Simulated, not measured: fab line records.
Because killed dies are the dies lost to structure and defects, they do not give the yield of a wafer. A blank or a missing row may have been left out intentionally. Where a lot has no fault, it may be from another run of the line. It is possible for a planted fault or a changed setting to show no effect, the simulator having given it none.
Which tool is to blame? || flow gf180mcu || 6 lots with 18 wafers sampled at 5 steps, on a route of 602 steps

== WHAT THE GAUGES READ, wafer by wafer ==
GF_CONTACT_RS_MEAS_25: the measuring method here is four-point-probe.
{"lot": "L782", "measured": "day 16 16:11", "on": "filmMetro-02", "CONTACT_W_RS (ohm/sq)": "0.375 0.377 0.382"}
{"lot": "L785", "measured": "day 17 15:02", "on": "filmMetro-01", "CONTACT_W_RS (ohm/sq)": "0.387 0.386 0.383"}
{"lot": "L790", "measured": "day 19 09:35", "on": "filmMetro-03", "CONTACT_W_RS (ohm/sq)": "0.385 0.386 0.383"}
{"lot": "L792", "measured": "day 20 05:43", "on": "filmMetro-03", "CONTACT_W_RS (ohm/sq)": "0.376 0.361 0.376"}
{"lot": "L794", "measured": "day 20 22:30", "on": "filmMetro-03", "CONTACT_W_RS (ohm/sq)": "0.369 0.387 0.375"}
{"lot": "L800", "measured": "day 23 13:11", "on": "filmMetro-02", "CONTACT_W_RS (ohm/sq)": "0.382 0.367 0.383"}

== EACH LOT AND THE TOOL THAT RAN IT (in order: tool; ch and the chambers of the sampled wafers; start) ==
{"lot": "L782", "GF_SALICIDE_SPUTTER_03": "pvdSputter-01, day 15 15:58", "GF_CONTACT_CMP_04": "cmp-01 ch 0,1,2, day 15 17:04", "GF_CONTACT_ETCH_17": "rieDiel-02 ch 0,1,2, day 16 15:40 or earlier", "GF_CONTACT_STRIP_18": "plasmaAsher-03 ch 0,1, day 16 15:40"}
{"lot": "L785", "GF_SALICIDE_SPUTTER_03": "pvdSputter-02, day 16 14:25", "GF_CONTACT_CMP_04": "cmp-01 ch 0,1,3, day 16 15:13", "GF_CONTACT_ETCH_17": "rieDiel-02 ch 1,3, day 17 14:31 or earlier", "GF_CONTACT_STRIP_18": "plasmaAsher-02 ch 1, day 17 14:31"}
{"lot": "L790", "GF_SALICIDE_SPUTTER_03": "pvdSputter-02, day 18 07:41", "GF_CONTACT_CMP_04": "cmp-02 ch 0,1,3, day 18 08:26", "GF_CONTACT_ETCH_17": "rieDiel-01 ch 1,2,3, day 19 09:02 or earlier", "GF_CONTACT_STRIP_18": "plasmaAsher-04 ch 0,1, day 19 09:02"}
{"lot": "L792", "GF_SALICIDE_SPUTTER_03": "pvdSputter-01, day 19 03:49", "GF_CONTACT_CMP_04": "cmp-01 ch 1,3, day 19 04:38", "GF_CONTACT_ETCH_17": "rieDiel-01 ch 0,3, day 20 05:13 or earlier", "GF_CONTACT_STRIP_18": "plasmaAsher-04 ch 0,1, day 20 05:13"}
{"lot": "L794", "GF_SALICIDE_SPUTTER_03": "pvdSputter-02, day 19 20:31", "GF_CONTACT_CMP_04": "cmp-01 ch 0,1,2, day 19 21:17", "GF_CONTACT_ETCH_17": "rieDiel-04 ch 0,2,3, day 20 22:00 or earlier", "GF_CONTACT_STRIP_18": "plasmaAsher-04 ch 0,1, day 20 22:00"}
{"lot": "L800", "GF_SALICIDE_SPUTTER_03": "pvdSputter-02, day 22 12:15", "GF_CONTACT_CMP_04": "cmp-02 ch 0,3, day 22 12:59", "GF_CONTACT_ETCH_17": "rieDiel-01 ch 0,1,3, day 23 12:40 or earlier", "GF_CONTACT_STRIP_18": "plasmaAsher-04 ch 0,1, day 23 12:40"}
- GF_SALICIDE_SPUTTER_03: material TiN, target thk 20 nm, time 16.7 s.
- GF_CONTACT_CMP_04: polishes SiO2.
- GF_CONTACT_ETCH_17: etches SiO2 in C4F8/O2/Ar, stops on CoSi2, target depth 860 nm.
- GF_CONTACT_STRIP_18: strips in O2/N2.

== THE ANSWER, worked out from the rows above alone ==
Rule: what is usual is taken from the lots themselves. The widest of any qualifying gaps counts: lots, ordered by their means at a reading, are off when they make up no more than a third of the lots, leave a main group of 4 or more, and stand apart from it by 3 or more times the standard deviation of that group's means. A main group whose means are all the same, to the digits that the tables above print for the reading, isn't used. Also off: a lot with no number at a reading for which 4 or more lots have one. Where the step has rows for the other lots, those lots are counted as sound.
Across all readings shown, no lot is off: no conclusion can be drawn from this.

== WHAT THE SIMULATOR HAD INSERTED ==
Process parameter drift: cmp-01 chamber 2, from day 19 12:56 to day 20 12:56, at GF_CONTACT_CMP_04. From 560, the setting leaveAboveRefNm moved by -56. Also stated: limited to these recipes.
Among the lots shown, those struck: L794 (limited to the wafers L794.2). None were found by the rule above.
